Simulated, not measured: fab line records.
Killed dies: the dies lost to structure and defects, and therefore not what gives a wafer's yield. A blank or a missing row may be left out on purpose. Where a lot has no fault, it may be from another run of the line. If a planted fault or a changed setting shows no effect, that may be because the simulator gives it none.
Comparing a struck lot with a sound one -- flow sky130 -- 15 out of 708 route steps
Sound: wafers L450.4, L450.5, L450.6. Struck: wafer L460.5 (L460.2, L460.3, from the same lot, were not struck and are left out); the cause is given at the end.
Each step with rows lists, per side, the tool, then ch with its chambers, then its first start. Under that, the readings that differ: sound wafers -- struck wafers -- difference of the means -- sigmas: that difference in standard deviations of wafers without a fault.
alike: same words and numbers on both sides, and readings whose means sit less than 2 such deviations apart. not compared: any withheld reading, any reading some wafer has no value for, any bound like >300 that may hide the same value, and any number with overlapping values for which the record gives no deviation.
A row with sigmas, a row that says differs or no value, or rows on one side alone: a step with any of these is where the two part. When numbers do not overlap yet have no deviation, they are printed without sigmas and do not part them. A reading that every wafer of one side lacks parts them only if that side has two wafers or more.

SKY_VIA1_ETCH_14: etches BARC in N2/H2, stops on SiO2, time 45.9 s, target depth 60 nm.
  sound on rie_diel-02 ch 0,1,2, day 33 14:38; struck on rie_diel-02 ch 3, day 37 04:32
  alike: bias_w, drypump_motor_current_A, oes_product_au, throttle_valve_pct
  not compared: rf_hours_counter_h
then, 1 step without rows for these wafers: SKY_VIA1_ETCH_15 (etches SiO2 in C4F8/O2/Ar, stops on TiN, target depth 351 nm, time 54 s).
SKY_VIA1_STRIP_16: strips in O2/N2.
  sound on plasma_asher-04 ch 0,1, day 33 14:46; struck on plasma_asher-01 ch 1, day 37 04:37
reading,sound,struck,difference,sigmas
drypump_motor_current_A (A),5.2 6.1 5.2,6.6,+1.1,+2
  alike: oes_product_au, strip_time_to_endpoint_s
  not compared: rf_hours_counter_h
then, 3 steps without rows for these wafers: SKY_VIA1_STRIP_17 (strips in post etch residue remover, time 1200 s); SKY_VIA1_CLEAN_18 (cleans in IPA, time 180 s); SKY_VIA1_CLEAN_19 (cleans in O3/DIW).
SKY_VIA1_SPUTTER_20: material TiN, target thk 20 nm, time 80 s.
  sound: pvd_sputter-02 at day 33 15:19; struck: pvd_sputter-03 at day 37 05:13
  alike: throttle_valve_pct
SKY_VIA1_CVD_21: deposits W, target thk 270 nm, time 80.902 s.
  sound on cvd_w-01 ch 1, day 33 15:29; struck on cvd_w-02 ch 1, day 37 05:17
reading,sound,struck,difference,sigmas
heater_power_w (W),879 921 880,792,-101,-2
SKY_VIA1_RS_MEAS_22: uses a four-point probe to measure.
  sound: film_metro-02 at day 33 15:38; struck: film_metro-02 at day 37 05:23
  alike: VIA1_W_RS
SKY_VIA1_THK_MEAS_23: measures by xrf.
  sound: film_metro-02 at day 33 15:43; struck: film_metro-02 at day 37 05:30
  alike: VIA1_W_THK
SKY_VIA1_CMP_24: polishes, stops on SiO2, t overpolish 15 s, target thk 0 nm.
  sound on cmp-02 ch 1,2,3, day 33 15:54; struck on cmp-02 ch 3, day 37 05:33
  alike: motor_current_A, overpolish_run_s, time_to_endpoint_s
then, 1 step without rows for these wafers: SKY_METAL2_SPUTTER_00 (material Ti, target thk 15 nm, time 10 s).
SKY_METAL2_SPUTTER_01: material TiN, target thk 20 nm, time 16.7 s.
  sound: pvd_sputter-04 at day 33 16:04; struck: pvd_sputter-04 at day 37 05:52
reading,sound,struck,difference,sigmas
model.TiN_of_METAL2_SPUTTER_01.thk_nm (nm),20.23 20.14 20.12,31.04,+10.88,
  alike: throttle_valve_pct
then, 1 step without rows for these wafers: SKY_METAL2_SPUTTER_02 (material AlCu, target thk 250 nm, time 13.3 s).
-- the record jumps here: 11 days lie between the struck wafers' starts before and after (it left off in module METAL2 and takes up again in module PAD_OPEN, whose first step shown is number 708 of the route) --
SKY_PAD_OPEN_PROBE_99:
  only the struck wafers here have rows in the record (prober-01, day 48 07:47); the sound ones have none

== WHERE THEY PART ==
At SKY_VIA1_STRIP_16 first; at SKY_PAD_OPEN_PROBE_99 last (within this record only).

WHY: the cause the simulator had injected
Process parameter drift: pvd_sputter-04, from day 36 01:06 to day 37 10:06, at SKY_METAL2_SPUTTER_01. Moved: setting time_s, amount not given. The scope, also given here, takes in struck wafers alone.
